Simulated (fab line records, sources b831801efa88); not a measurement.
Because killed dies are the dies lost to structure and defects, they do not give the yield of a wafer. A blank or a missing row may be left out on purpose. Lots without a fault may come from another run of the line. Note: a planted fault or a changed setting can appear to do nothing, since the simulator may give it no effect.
fab line records -- flow sky130
record lots=24, wafers=72, last_day=52
route steps=708 shown LI_CONTACT@376 CONTACT@407 VIA1@470
lots untouched by any fault: they come from a run of this same line in which no faults occurred
start_h: hours from the record's first day to the start of the lot's first wafer shown -- wait_h: time in hours since the lot's previous step -- " same as the row above -- L1.1+2: a row that stands for several wafers -- - either no value or no given start -- * or withheld: withheld -- < > ~ a bound
route shown NAME@n: NAME is a module with steps in the file, n the number in the route of the first one -- usual: mean and standard deviation over wafers with no fault -- same: alike in all rows -- chamber/n: place in a boat -- sites: readings site by site -- _std_site: how widely they spread, as a standard deviation -- _edge_site: outer sites' mean less inner sites' -- radius_mm: how far each site lies from the wafer's centre -- mask NAME#n: copy n -- behind: tool/chamber where the wafer was last shaped -- hold: why the lot was held/for how many hours/how that ended -- device: the n, p or np transistor that did not switch -- end of line: the tests these same wafers got at the end of their route -- a step without rows: its recipe alone -- killed: count of dies lost to structure and defects at first sort (not the wafer's yield) -- map: dies across one wafer; x = killed, . = not, _ = none there
set.NAME: setting as actually run; set.NAME@STEP: the setting as run at that earlier step -- model.NAME: the simulator's own value behind a step, which no gauge read
the route's steps for a sample of lots (tables are steps, rows are wafers)
services: when a tool's chamber went out of use (start_h, in hours from the record's first day, below 0 if earlier), for how many hours, and the reason
## steps
# step SKY_LI_CONTACT_ETCH_14
# recipe chemistry=N2/H2, target=BARC, ion_energy_ev=200, source_w=500, bias_w=100, pressure_mtorr=30, n2_flow_sccm=100, h2_flow_sccm=200, stop_on=SiO2, time_s=45.9, target_depth_a=600
# usual drypump_motor_current_A=6.0/0.65, oes_product_au=0.855/0.0049, throttle_valve_pct=13.226/0.0087
lot.wafer,tool,chamber,start_h,wait_h,drypump_motor_current_A,oes_product_au,rf_hours_counter_h,throttle_valve_pct
L074.1,rie_diel-01,2,621.07,0.0,6.5,0.856,43,13.225
L074.2,rie_diel-01,0,621.07,0.0,5.3,0.858,17,13.242
L074.3,rie_diel-01,1,621.07,0.0,6.1,0.863,12,13.216
L075.1,rie_diel-02,2,621.72,0.0,6.5,0.847,5,13.226
L075.3,rie_diel-02,0,621.72,0.0,6.7,0.858,2,13.221
L075.6,rie_diel-02,2,621.72,0.0,6.5,0.852,-,13.231
L076.1,rie_diel-04,1,622.07,0.0,6.4,0.851,15,13.235
L076.3,rie_diel-04,3,622.07,0.0,5.7,0.856,11,13.230
L076.6,rie_diel-04,3,622.07,0.0,5.7,0.860,-,13.220
L077.1,rie_diel-02,3,623.94,0.0,6.8,0.855,2,13.215
L077.3,rie_diel-02,2,623.94,0.0,6.5,0.858,5,13.216
L077.4,rie_diel-02,0,623.94,0.0,6.6,0.858,2,13.234
L078.2,rie_diel-04,0,639.42,0.0,6.4,0.857,2,13.233
L078.4,rie_diel-04,2,639.42,0.0,5.2,0.851,29,13.222
L078.5,rie_diel-04,3,639.42,0.0,5.8,0.861,-,13.235
L080.1,rie_diel-01,3,648.49,0.0,4.6,0.850,9,13.220
L080.2,rie_diel-01,0,648.49,0.0,5.3,0.854,18,13.226
L080.6,rie_diel-01,0,648.49,0.0,5.3,0.864,-,13.210
L079.1,rie_diel-04,2,651.09,0.0,5.2,0.851,30,13.234
L079.4,rie_diel-04,0,651.09,0.0,6.4,0.850,-,13.224
L079.5,rie_diel-04,1,651.09,0.0,6.3,0.856,-,13.228
L081.2,rie_diel-04,0,663.27,0.0,6.4,0.859,3,13.229
L081.4,rie_diel-04,3,663.27,0.0,5.8,0.848,-,13.237
L081.6,rie_diel-04,0,663.27,0.0,6.4,0.848,-,13.229
L082.2,rie_diel-04,1,672.44,0.0,6.4,0.849,16,13.225
L082.3,rie_diel-04,2,672.44,0.0,5.2,0.855,30,13.223
L082.4,rie_diel-04,0,672.44,0.0,6.4,0.853,3,13.219
L084.1,rie_diel-04,2,675.09,0.0,5.2,0.851,30,13.224
L084.3,rie_diel-04,3,675.09,0.0,5.8,0.850,12,13.228
L084.6,rie_diel-04,0,675.09,0.0,6.5,0.849,-,13.209
L083.2,rie_diel-02,2,675.77,0.0,6.5,0.858,7,13.228
L083.4,rie_diel-02,1,675.77,0.0,5.2,0.855,3,13.227
L083.5,rie_diel-02,2,675.77,0.0,6.5,0.849,-,13.219
L085.1,rie_diel-04,2,684.99,0.0,5.2,0.854,30,13.219
L085.2,rie_diel-04,1,684.99,0.0,6.4,0.855,16,13.225
L085.4,rie_diel-04,3,684.99,0.0,5.8,0.857,12,13.233
L086.2,rie_diel-02,0,692.24,0.0,6.6,0.857,4,13.233
L086.4,rie_diel-02,3,692.24,0.0,6.8,0.853,4,13.230
L086.5,rie_diel-02,3,692.24,0.0,6.8,0.855,-,13.225
L087.1,rie_diel-01,3,699.97,0.0,4.7,0.855,11,13.222
L087.3,rie_diel-01,1,699.97,0.0,6.1,0.852,14,13.217
L087.4,rie_diel-01,2,699.97,0.0,6.6,0.857,46,13.210
L088.1,rie_diel-02,0,702.54,0.0,6.7,0.857,5,13.222
L088.4,rie_diel-02,2,702.54,0.0,6.5,0.849,8,13.223
L088.6,rie_diel-02,3,702.54,0.0,6.7,0.858,-,13.216
L089.1,rie_diel-02,2,714.74,0.0,6.5,0.858,8,13.235
L089.2,rie_diel-02,3,714.74,0.0,6.8,0.854,5,13.227
L089.5,rie_diel-02,3,714.74,0.0,6.7,0.858,-,13.227
L090.1,rie_diel-04,1,728.36,0.0,6.4,0.852,17,13.223
L090.5,rie_diel-04,2,728.36,0.0,5.2,0.859,-,13.254
L090.6,rie_diel-04,1,728.36,0.0,6.3,0.860,-,13.221
L091.1,rie_diel-01,1,734.74,0.0,6.1,0.858,15,13.205
L091.3,rie_diel-01,2,734.74,0.0,6.5,0.850,46,13.216
L091.6,rie_diel-01,3,734.74,0.0,4.7,0.859,-,13.221
L094.2,rie_diel-02,0,924.02,0.0,6.6,0.857,12,13.227
L094.3,rie_diel-02,3,924.02,0.0,6.7,0.856,11,13.234
L094.4,rie_diel-02,1,924.02,0.0,5.2,0.856,11,13.231
L092.2,rie_diel-01,0,928.19,0.0,5.3,0.861,0,13.230
L092.4,rie_diel-01,3,928.19,0.0,4.6,0.851,17,13.217
L092.6,rie_diel-01,2,928.19,0.0,6.5,0.859,-,13.233
L093.2,rie_diel-04,0,929.94,0.0,6.4,0.855,9,13.229
L093.4,rie_diel-04,0,929.94,0.0,6.4,0.858,-,13.240
L093.6,rie_diel-04,2,929.94,0.0,5.2,0.852,-,13.229
L095.2,rie_diel-02,0,930.59,0.0,6.6,0.846,12,13.217
L095.3,rie_diel-02,2,930.59,0.0,6.5,0.866,14,13.225
L095.4,rie_diel-02,1,930.59,0.0,5.2,0.854,11,13.241
L096.2,rie_diel-02,3,931.59,0.0,6.7,0.854,11,13.218
L096.4,rie_diel-02,2,931.59,0.0,6.5,0.853,15,13.246
L096.6,rie_diel-02,1,931.59,0.0,5.2,0.860,-,13.216
L097.2,rie_diel-04,0,933.62,0.0,6.4,0.855,9,13.234
L097.3,rie_diel-04,2,933.62,0.0,5.2,0.856,3,13.226
L097.5,rie_diel-04,3,933.62,0.0,5.8,0.861,-,13.226
# step SKY_CONTACT_THK_MEAS_01
# recipe reads=Si3N4_of_CONTACT_CVD_00
# usual CONTACT_CVD_00_THK=74.6/1.1
lot.wafer,tool,chamber,start_h,wait_h,CONTACT_CVD_00_THK[nm]
L074.1,film_metro-04,-,652.35,-,73.7
L074.2,film_metro-04,-,652.35,-,73.9
L074.3,film_metro-04,-,652.35,-,73.9
L075.1,film_metro-01,-,653.73,-,73.6
L075.3,film_metro-01,-,653.73,-,75.1
L075.6,film_metro-01,-,653.73,-,74.4
L076.1,film_metro-01,-,654.75,-,73.8
L076.3,film_metro-01,-,654.75,-,74.0
L076.6,film_metro-01,-,654.75,-,74.7
L077.1,film_metro-03,-,655.91,-,75.3
L077.3,film_metro-03,-,655.91,-,74.0
L077.4,film_metro-03,-,655.91,-,74.8
L078.2,film_metro-03,-,670.42,-,75.2
L078.4,film_metro-03,-,670.42,-,75.1
L078.5,film_metro-03,-,670.42,-,74.6
L080.1,film_metro-01,-,678.86,-,73.3
L080.2,film_metro-01,-,678.86,-,72.4
L080.6,film_metro-01,-,678.86,-,73.6
L079.1,film_metro-01,-,681.40,-,73.8
L079.4,film_metro-01,-,681.40,-,74.9
L079.5,film_metro-01,-,681.40,-,76.3
L081.2,film_metro-01,-,694.31,-,73.0
L081.4,film_metro-01,-,694.31,-,74.8
L081.6,film_metro-01,-,694.31,-,75.3
L082.2,film_metro-04,-,703.72,-,74.1
L082.3,film_metro-04,-,703.72,-,73.5
L082.4,film_metro-04,-,703.72,-,74.3
L084.1,film_metro-01,-,706.09,-,74.0
L084.3,film_metro-01,-,706.09,-,74.3
L084.6,film_metro-01,-,706.09,-,74.1
L083.2,film_metro-03,-,707.22,-,73.6
L083.4,film_metro-03,-,707.22,-,74.2
L083.5,film_metro-03,-,707.22,-,74.9
L085.1,film_metro-04,-,715.82,-,75.2
L085.2,film_metro-04,-,715.82,-,74.5
L085.4,film_metro-04,-,715.82,-,75.3
L086.2,film_metro-01,-,724.25,-,76.2
L086.4,film_metro-01,-,724.25,-,77.8
L086.5,film_metro-01,-,724.25,-,76.3
L087.1,film_metro-03,-,731.51,-,74.3
L087.3,film_metro-03,-,731.51,-,73.6
L087.4,film_metro-03,-,731.51,-,75.1
L088.1,film_metro-03,-,734.46,-,73.9
L088.4,film_metro-03,-,734.46,-,75.3
L088.6,film_metro-03,-,734.46,-,74.6
L089.1,film_metro-03,-,745.68,-,74.1
L089.2,film_metro-03,-,745.68,-,74.4
L089.5,film_metro-03,-,745.68,-,74.9
L090.1,film_metro-04,-,759.58,-,74.2
L090.5,film_metro-04,-,759.58,-,74.6
L090.6,film_metro-04,-,759.58,-,74.1
L091.1,film_metro-03,-,764.89,-,75.4
L091.3,film_metro-03,-,764.89,-,74.6
L091.6,film_metro-03,-,764.89,-,76.6
L094.2,film_metro-04,-,951.32,-,74.2
L094.3,film_metro-04,-,951.32,-,72.2
L094.4,film_metro-04,-,951.32,-,74.0
L092.2,film_metro-01,-,955.35,-,74.4
L092.4,film_metro-01,-,955.35,-,74.7
L092.6,film_metro-01,-,955.35,-,74.2
L093.2,film_metro-01,-,957.31,-,75.3
L093.4,film_metro-01,-,957.31,-,76.7
L093.6,film_metro-01,-,957.31,-,75.4
L095.2,film_metro-03,-,958.02,-,74.3
L095.3,film_metro-03,-,958.02,-,74.1
L095.4,film_metro-03,-,958.02,-,74.7
L096.2,film_metro-04,-,958.91,-,75.1
L096.4,film_metro-04,-,958.91,-,75.7
L096.6,film_metro-04,-,958.91,-,75.5
L097.2,film_metro-04,-,960.94,-,73.2
L097.3,film_metro-04,-,960.94,-,73.4
L097.5,film_metro-04,-,960.94,-,73.7
# step SKY_CONTACT_ETCH_17
# recipe target=SiO2, chemistry=C4F8/O2/Ar, stop_on=Si3N4, mask_material=KrF-thick, source_w=1500, bias_w=1200, pressure_mtorr=40, c4f8_flow_sccm=withheld, O2_flow_sccm=6, Ar_flow_sccm=300, time_s=withheld, target_depth_a=3400
# usual oes_product_au=0.892/0.0047
lot.wafer,tool,chamber,start_h,wait_h,oes_product_au
L074.1,rie_diel-01,1,680.82,0.0,0.893
L074.2,rie_diel-01,2,680.82,0.0,0.897
L074.3,rie_diel-01,3,680.82,0.0,0.897
L075.1,rie_diel-02,0,682.76,0.0,0.898
L075.3,rie_diel-02,3,682.76,0.0,0.887
L075.6,rie_diel-02,2,682.76,0.0,0.896
L076.1,rie_diel-01,2,683.53,0.0,0.883
L076.3,rie_diel-01,0,683.53,0.0,0.904
L076.6,rie_diel-01,1,683.53,0.0,0.887
L077.1,rie_diel-03,3,685.08,0.0,0.887
L077.3,rie_diel-03,0,685.08,0.0,0.901
L077.4,rie_diel-03,2,685.08,0.0,0.902
L078.2,rie_diel-02,2,699.10,0.0,0.895
L078.4,rie_diel-02,1,699.10,0.0,0.893
L078.5,rie_diel-02,0,699.10,0.0,0.897
L080.1,rie_diel-03,3,708.60,0.0,0.885
L080.2,rie_diel-03,0,708.60,0.0,0.892
L080.6,rie_diel-03,2,708.60,0.0,0.896
L079.1,rie_diel-02,1,710.59,0.0,0.887
L079.4,rie_diel-02,1,710.59,0.0,0.885
L079.5,rie_diel-02,0,710.59,0.0,0.891
L081.2,rie_diel-03,1,724.24,0.0,0.888
L081.4,rie_diel-03,2,724.24,0.0,0.889
L081.6,rie_diel-03,1,724.24,0.0,0.889
L082.2,rie_diel-03,3,734.44,0.0,0.893
L082.3,rie_diel-03,1,734.44,0.0,0.895
L082.4,rie_diel-03,0,734.44,0.0,0.898
L084.1,rie_diel-03,1,736.55,0.0,0.895
L084.3,rie_diel-03,2,736.55,0.0,0.885
L084.6,rie_diel-03,1,736.55,0.0,0.897
L083.2,rie_diel-02,1,737.19,0.0,0.891
L083.4,rie_diel-02,3,737.19,0.0,0.892
L083.5,rie_diel-02,3,737.19,0.0,0.891
L085.1,rie_diel-03,1,745.45,0.0,0.894
L085.2,rie_diel-03,3,745.45,0.0,0.891
L085.4,rie_diel-03,2,745.45,0.0,0.891
L086.2,rie_diel-01,1,753.95,0.0,0.887
L086.4,rie_diel-01,3,753.95,0.0,0.896
L086.5,rie_diel-01,1,753.95,0.0,0.892
L087.1,rie_diel-03,0,761.25,0.0,0.887
L087.3,rie_diel-03,2,761.25,0.0,0.894
L087.4,rie_diel-03,3,761.25,0.0,0.893
L088.1,rie_diel-01,2,763.29,0.0,0.894
L088.4,rie_diel-01,3,763.29,0.0,0.898
L088.6,rie_diel-01,0,763.29,0.0,0.892
L089.1,rie_diel-01,0,772.85,0.0,0.904
L089.2,rie_diel-01,2,772.85,0.0,0.895
L089.5,rie_diel-01,1,772.85,0.0,0.895
L090.1,rie_diel-03,1,785.55,0.0,0.888
L090.5,rie_diel-03,2,785.55,0.0,0.893
L090.6,rie_diel-03,1,785.55,0.0,0.890
L091.1,rie_diel-01,2,791.41,0.0,0.900
L091.3,rie_diel-01,1,791.41,0.0,0.889
L091.6,rie_diel-01,3,791.41,0.0,0.884
L094.2,rie_diel-03,2,977.01,0.0,0.898
L094.3,rie_diel-03,0,977.01,0.0,0.887
L094.4,rie_diel-03,3,977.01,0.0,0.894
L092.2,rie_diel-02,0,981.09,0.0,0.887
L092.4,rie_diel-02,1,981.09,0.0,0.889
L092.6,rie_diel-02,1,981.09,0.0,0.898
L093.2,rie_diel-02,1,983.80,0.0,0.894
L093.4,rie_diel-02,2,983.80,0.0,0.890
L093.6,rie_diel-02,1,983.80,0.0,0.901
L095.2,rie_diel-02,1,984.91,0.0,0.894
L095.3,rie_diel-02,0,984.91,0.0,0.886
L095.4,rie_diel-02,3,984.91,0.0,0.895
L096.2,rie_diel-01,0,985.26,0.0,0.890
L096.4,rie_diel-01,2,985.26,0.0,0.891
L096.6,rie_diel-01,1,985.26,0.0,0.893
L097.2,rie_diel-01,0,987.06,0.0,0.890
L097.3,rie_diel-01,2,987.06,0.0,0.885
L097.5,rie_diel-01,0,987.06,0.0,0.890
# step SKY_CONTACT_ETCH_18
# recipe target=Si3N4, chemistry=CHF3/O2, stop_on=TiN, source_w=600, bias_w=200, pressure_mtorr=40, chf3_flow_sccm=50, O2_flow_sccm=5, time_s=39, target_depth_a=750
# usual drypump_motor_current_A=5.7/0.72, oes_product_au=0.852/0.0083, throttle_valve_pct=8.792/0.0095
lot.wafer,tool,chamber,start_h,wait_h,drypump_motor_current_A,oes_product_au,rf_hours_counter_h,throttle_valve_pct
L074.1,rie_diel-01,1,-,-,6.1,0.843,14,8.793
L074.2,rie_diel-01,2,-,-,6.5,0.849,45,8.785
L074.3,rie_diel-01,3,-,-,4.6,0.850,10,8.786
L075.1,rie_diel-02,0,-,-,6.6,0.855,4,8.784
L075.3,rie_diel-02,3,-,-,6.7,0.856,4,8.796
L075.6,rie_diel-02,2,-,-,6.5,0.849,-,8.795
L076.1,rie_diel-01,2,-,-,6.5,0.855,45,8.795
L076.3,rie_diel-01,0,-,-,5.3,0.843,19,8.802
L076.6,rie_diel-01,1,-,-,6.1,0.849,-,8.787
L077.1,rie_diel-03,3,-,-,6.0,0.856,5,8.802
L077.3,rie_diel-03,0,-,-,4.8,0.849,22,8.813
L077.4,rie_diel-03,2,-,-,4.7,0.865,9,8.793
L078.2,rie_diel-02,2,-,-,6.5,0.855,8,8.792
L078.4,rie_diel-02,1,-,-,5.2,0.854,4,8.800
L078.5,rie_diel-02,0,-,-,6.6,0.856,-,8.782
L080.1,rie_diel-03,3,-,-,6.1,0.846,6,8.806
L080.2,rie_diel-03,0,-,-,4.8,0.833,22,8.804
L080.6,rie_diel-03,2,-,-,4.7,0.846,-,8.793
L079.1,rie_diel-02,1,-,-,5.2,0.844,4,8.795
L079.4,rie_diel-02,1,-,-,5.2,0.856,-,8.805
L079.5,rie_diel-02,0,-,-,6.6,0.857,-,8.797
L081.2,rie_diel-03,1,-,-,5.4,0.838,5,8.806
L081.4,rie_diel-03,2,-,-,4.7,0.853,10,8.800
L081.6,rie_diel-03,1,-,-,5.5,0.842,-,8.792
L082.2,rie_diel-03,3,-,-,6.1,0.848,6,8.783
L082.3,rie_diel-03,1,-,-,5.4,0.845,6,8.782
L082.4,rie_diel-03,0,-,-,4.8,0.856,23,8.799
L084.1,rie_diel-03,1,-,-,5.5,0.849,6,8.813
L084.3,rie_diel-03,2,-,-,4.8,0.852,11,8.794
L084.6,rie_diel-03,1,-,-,5.4,0.851,-,8.803
L083.2,rie_diel-02,1,-,-,5.2,0.848,5,8.785
L083.4,rie_diel-02,3,-,-,6.8,0.847,6,8.794
L083.5,rie_diel-02,3,-,-,6.8,0.856,-,8.796
L085.1,rie_diel-03,1,-,-,5.4,0.863,6,8.795
L085.2,rie_diel-03,3,-,-,6.1,0.849,7,8.798
L085.4,rie_diel-03,2,-,-,4.8,0.851,11,8.797
L086.2,rie_diel-01,1,-,-,6.1,0.869,16,8.795
L086.4,rie_diel-01,3,-,-,4.6,0.874,-,8.799
L086.5,rie_diel-01,1,-,-,6.1,0.866,-,8.799
L087.1,rie_diel-03,0,-,-,4.8,0.846,24,8.782
L087.3,rie_diel-03,2,-,-,4.7,0.843,12,8.794
L087.4,rie_diel-03,3,-,-,6.1,0.864,8,8.804
L088.1,rie_diel-01,2,-,-,6.6,0.853,0,8.782
L088.4,rie_diel-01,3,-,-,4.7,0.854,12,8.798
L088.6,rie_diel-01,0,-,-,5.3,0.857,-,8.789
L089.1,rie_diel-01,0,-,-,5.3,0.848,22,8.798
L089.2,rie_diel-01,2,-,-,6.5,0.849,0,8.800
L089.5,rie_diel-01,1,-,-,6.1,0.849,-,8.800
L090.1,rie_diel-03,1,-,-,5.4,0.860,7,8.805
L090.5,rie_diel-03,2,-,-,4.8,0.858,-,8.796
L090.6,rie_diel-03,1,-,-,5.4,0.861,-,8.799
L091.1,rie_diel-01,2,-,-,6.5,0.853,0,8.791
L091.3,rie_diel-01,1,-,-,6.1,0.857,16,8.805
L091.6,rie_diel-01,3,-,-,4.6,0.874,-,8.795
L094.2,rie_diel-03,2,-,-,4.7,0.852,17,8.786
L094.3,rie_diel-03,0,-,-,4.8,0.836,2,8.792
L094.4,rie_diel-03,3,-,-,6.0,0.849,13,8.772
L092.2,rie_diel-02,0,-,-,6.6,0.856,14,8.797
L092.4,rie_diel-02,1,-,-,5.2,0.860,13,8.792
L092.6,rie_diel-02,1,-,-,5.2,0.856,-,8.799
L093.2,rie_diel-02,1,-,-,5.2,0.855,13,8.795
L093.4,rie_diel-02,2,-,-,6.5,0.870,16,8.804
L093.6,rie_diel-02,1,-,-,5.2,0.853,-,8.796
L095.2,rie_diel-02,1,-,-,5.2,0.850,13,8.787
L095.3,rie_diel-02,0,-,-,6.6,0.848,14,8.786
L095.4,rie_diel-02,3,-,-,6.8,0.852,13,8.795
L096.2,rie_diel-01,0,-,-,5.3,0.848,2,8.807
L096.4,rie_diel-01,2,-,-,6.5,0.861,-,8.792
L096.6,rie_diel-01,1,-,-,6.1,0.853,-,8.774
L097.2,rie_diel-01,0,-,-,5.3,0.845,2,8.781
L097.3,rie_diel-01,2,-,-,6.5,0.837,6,8.786
L097.5,rie_diel-01,0,-,-,5.3,0.854,-,8.787
# step SKY_CONTACT_RS_MEAS_25
# recipe thk_meas_gauge=four-point-probe, reads=W_of_CONTACT_CVD_24+TiN_of_CONTACT_SPUTTER_23
# usual CONTACT_W_RS=0.336/0.0049
lot.wafer,tool,chamber,start_h,wait_h,CONTACT_W_RS[ohm/sq]
L074.1,film_metro-04,-,681.68,0.1,0.342
L074.2,film_metro-04,-,681.68,0.1,0.331
L074.3,film_metro-04,-,681.68,0.1,0.334
L075.1,film_metro-01,-,683.62,0.1,0.334
L075.3,film_metro-01,-,683.62,0.1,0.339
L075.6,film_metro-01,-,683.62,0.1,0.340
L076.1,film_metro-04,-,684.40,0.1,0.334
L076.3,film_metro-04,-,684.40,0.1,0.340
L076.6,film_metro-04,-,684.40,0.1,0.338
L077.1,film_metro-01,-,685.94,0.1,0.338
L077.3,film_metro-01,-,685.94,0.1,0.342
L077.4,film_metro-01,-,685.94,0.1,0.335
L078.2,film_metro-01,-,699.98,0.1,0.332
L078.4,film_metro-01,-,699.98,0.1,0.331
L078.5,film_metro-01,-,699.98,0.1,0.331
L080.1,film_metro-03,-,709.47,0.1,0.328
L080.2,film_metro-03,-,709.47,0.1,0.338
L080.6,film_metro-03,-,709.47,0.1,0.338
L079.1,film_metro-04,-,711.45,0.1,0.342
L079.4,film_metro-04,-,711.45,0.1,0.339
L079.5,film_metro-04,-,711.45,0.1,0.332
L081.2,film_metro-03,-,725.11,0.1,0.334
L081.4,film_metro-03,-,725.11,0.1,0.340
L081.6,film_metro-03,-,725.11,0.1,0.332
L082.2,film_metro-03,-,735.31,0.1,0.339
L082.3,film_metro-03,-,735.31,0.1,0.332
L082.4,film_metro-03,-,735.31,0.1,0.336
L084.1,film_metro-03,-,737.41,0.1,0.338
L084.3,film_metro-03,-,737.41,0.1,0.328
L084.6,film_metro-03,-,737.41,0.1,0.334
L083.2,film_metro-03,-,738.06,0.1,0.333
L083.4,film_metro-03,-,738.06,0.1,0.327
L083.5,film_metro-03,-,738.06,0.1,0.331
L085.1,film_metro-01,-,746.31,0.1,0.339
L085.2,film_metro-01,-,746.31,0.1,0.325
L085.4,film_metro-01,-,746.31,0.1,0.339
L086.2,film_metro-03,-,754.83,0.1,0.333
L086.4,film_metro-03,-,754.83,0.1,0.339
L086.5,film_metro-03,-,754.83,0.1,0.332
L087.1,film_metro-03,-,762.11,0.1,0.338
L087.3,film_metro-03,-,762.11,0.1,0.336
L087.4,film_metro-03,-,762.11,0.1,0.324
L088.1,film_metro-03,-,764.17,0.1,0.325
L088.4,film_metro-03,-,764.17,0.1,0.326
L088.6,film_metro-03,-,764.17,0.1,0.335
L089.1,film_metro-03,-,773.71,0.1,0.334
L089.2,film_metro-03,-,773.71,0.1,0.335
L089.5,film_metro-03,-,773.71,0.1,0.330
L090.1,film_metro-04,-,786.45,0.1,0.333
L090.5,film_metro-04,-,786.45,0.1,0.334
L090.6,film_metro-04,-,786.45,0.1,0.334
L091.1,film_metro-03,-,792.26,0.1,0.332
L091.3,film_metro-03,-,792.26,0.1,0.334
L091.6,film_metro-03,-,792.26,0.1,0.337
L094.2,film_metro-04,-,977.88,0.1,0.335
L094.3,film_metro-04,-,977.88,0.1,0.344
L094.4,film_metro-04,-,977.88,0.1,0.333
L092.2,film_metro-04,-,981.96,0.1,0.337
L092.4,film_metro-04,-,981.96,0.1,0.338
L092.6,film_metro-04,-,981.96,0.1,0.339
L093.2,film_metro-01,-,984.68,0.1,0.340
L093.4,film_metro-01,-,984.68,0.1,0.340
L093.6,film_metro-01,-,984.68,0.1,0.338
L095.2,film_metro-01,-,985.78,0.1,0.339
L095.3,film_metro-01,-,985.78,0.1,0.342
L095.4,film_metro-01,-,985.78,0.1,0.335
L096.2,film_metro-03,-,986.13,0.1,0.344
L096.4,film_metro-03,-,986.13,0.1,0.342
L096.6,film_metro-03,-,986.13,0.1,0.342
L097.2,film_metro-01,-,987.95,0.1,0.340
L097.3,film_metro-01,-,987.95,0.1,0.340
L097.5,film_metro-01,-,987.95,0.1,0.337
# step SKY_VIA1_CD_MEAS_12
# recipe target_cd_nm=150
# usual cd_nm=149.8/1.8
lot.wafer,tool,chamber,start_h,wait_h,cd_nm
L074.1,cd_sem-01,-,742.64,-,148.9
L074.2,cd_sem-01,-,742.64,-,149.1
L074.3,cd_sem-01,-,742.64,-,148.7
L075.1,cd_sem-01,-,743.31,-,151.1
L075.3,cd_sem-01,-,743.31,-,151.9
L075.6,cd_sem-01,-,743.31,-,152.4
L076.1,cd_sem-01,-,745.66,-,147.7
L076.3,cd_sem-01,-,745.66,-,148.4
L076.6,cd_sem-01,-,745.66,-,147.6
L077.1,cd_sem-01,-,746.31,-,147.1
L077.3,cd_sem-01,-,746.31,-,148.7
L077.4,cd_sem-01,-,746.31,-,149.6
L078.2,cd_sem-02,-,759.36,-,150.5
L078.4,cd_sem-02,-,759.36,-,151.5
L078.5,cd_sem-02,-,759.36,-,151.2
L080.1,cd_sem-01,-,767.54,-,151.7
L080.2,cd_sem-01,-,767.54,-,151.9
L080.6,cd_sem-01,-,767.54,-,152.4
L079.1,cd_sem-02,-,769.64,-,147.8
L079.4,cd_sem-02,-,769.64,-,148.2
L079.5,cd_sem-02,-,769.64,-,148.6
L081.2,cd_sem-01,-,781.76,-,153.3
L081.4,cd_sem-01,-,781.76,-,152.6
L081.6,cd_sem-01,-,781.76,-,152.4
L082.2,cd_sem-01,-,790.08,-,151.9
L082.3,cd_sem-01,-,790.08,-,150.8
L082.4,cd_sem-01,-,790.08,-,152.2
L084.1,cd_sem-01,-,793.56,-,148.7
L084.3,cd_sem-01,-,793.56,-,147.4
L084.6,cd_sem-01,-,793.56,-,147.6
L083.2,cd_sem-01,-,794.71,-,148.6
L083.4,cd_sem-01,-,794.71,-,148.4
L083.5,cd_sem-01,-,794.71,-,149.2
L085.1,cd_sem-01,-,799.91,-,148.7
L085.2,cd_sem-01,-,799.91,-,148.2
L085.4,cd_sem-01,-,799.91,-,149.0
L086.2,cd_sem-01,-,809.46,-,149.6
L086.4,cd_sem-01,-,809.46,-,148.8
L086.5,cd_sem-01,-,809.46,-,150.1
L087.1,cd_sem-01,-,817.74,-,150.8
L087.3,cd_sem-01,-,817.74,-,149.2
L087.4,cd_sem-01,-,817.74,-,150.0
L088.1,cd_sem-01,-,819.44,-,146.8
L088.4,cd_sem-01,-,819.44,-,144.5
L088.6,cd_sem-01,-,819.44,-,147.2
L089.1,cd_sem-01,-,829.54,-,149.0
L089.2,cd_sem-01,-,829.54,-,148.1
L089.5,cd_sem-01,-,829.54,-,147.9
L090.1,cd_sem-01,-,841.69,-,150.4
L090.5,cd_sem-01,-,841.69,-,149.6
L090.6,cd_sem-01,-,841.69,-,150.5
L091.1,cd_sem-02,-,848.29,-,148.9
L091.3,cd_sem-02,-,848.29,-,147.0
L091.6,cd_sem-02,-,848.29,-,150.7
L094.2,cd_sem-02,-,1027.58,-,149.8
L094.3,cd_sem-02,-,1027.58,-,147.7
L094.4,cd_sem-02,-,1027.58,-,148.9
L092.2,cd_sem-02,-,1031.56,-,147.5
L092.4,cd_sem-02,-,1031.56,-,148.8
L092.6,cd_sem-02,-,1031.56,-,148.3
L093.2,cd_sem-01,-,1033.06,-,149.8
L093.4,cd_sem-01,-,1033.06,-,150.6
L093.6,cd_sem-01,-,1033.06,-,152.0
L095.2,cd_sem-02,-,1034.21,-,154.1
L095.3,cd_sem-02,-,1034.21,-,153.5
L095.4,cd_sem-02,-,1034.21,-,153.0
L096.2,cd_sem-02,-,1034.91,-,152.0
L096.4,cd_sem-02,-,1034.91,-,151.3
L096.6,cd_sem-02,-,1034.91,-,150.9
L097.2,cd_sem-01,-,1035.56,-,150.1
L097.3,cd_sem-01,-,1035.56,-,150.2
L097.5,cd_sem-01,-,1035.56,-,149.7
## services
tool,chamber,start_h,hours,kind
rie_diel-03,1,603.63,24.0,repair
rie_diel-04,3,605.63,6.5,repair
rie_diel-03,2,639.98,8.3,repair
rie_diel-04,3,645.53,10.0,repair
rie_diel-04,2,661.07,4.5,repair
rie_diel-01,3,682.73,8.8,repair
rie_diel-01,1,687.56,4.3,repair
rie_diel-02,-,693.98,0.3,repair
rie_diel-03,1,705.48,8.7,repair
rie_diel-02,2,706.00,7.6,repair
rie_diel-01,2,742.39,-,clean
rie_diel-01,2,742.39,19.0,scheduled_down
rie_diel-01,2,742.39,19.0,vent_cycle
rie_diel-02,1,742.57,5.3,repair
rie_diel-02,1,770.07,4.7,repair
rie_diel-02,2,772.34,3.8,repair
rie_diel-04,2,831.35,3.2,repair
rie_diel-01,3,854.52,3.5,repair
rie_diel-03,3,881.48,1.4,repair
rie_diel-01,0,894.13,-,clean
rie_diel-02,-,928.32,0.6,repair
rie_diel-01,-,949.29,1.0,repair
rie_diel-03,-,985.03,2.8,pm
rie_diel-02,1,985.74,22.1,repair
## key
fault none
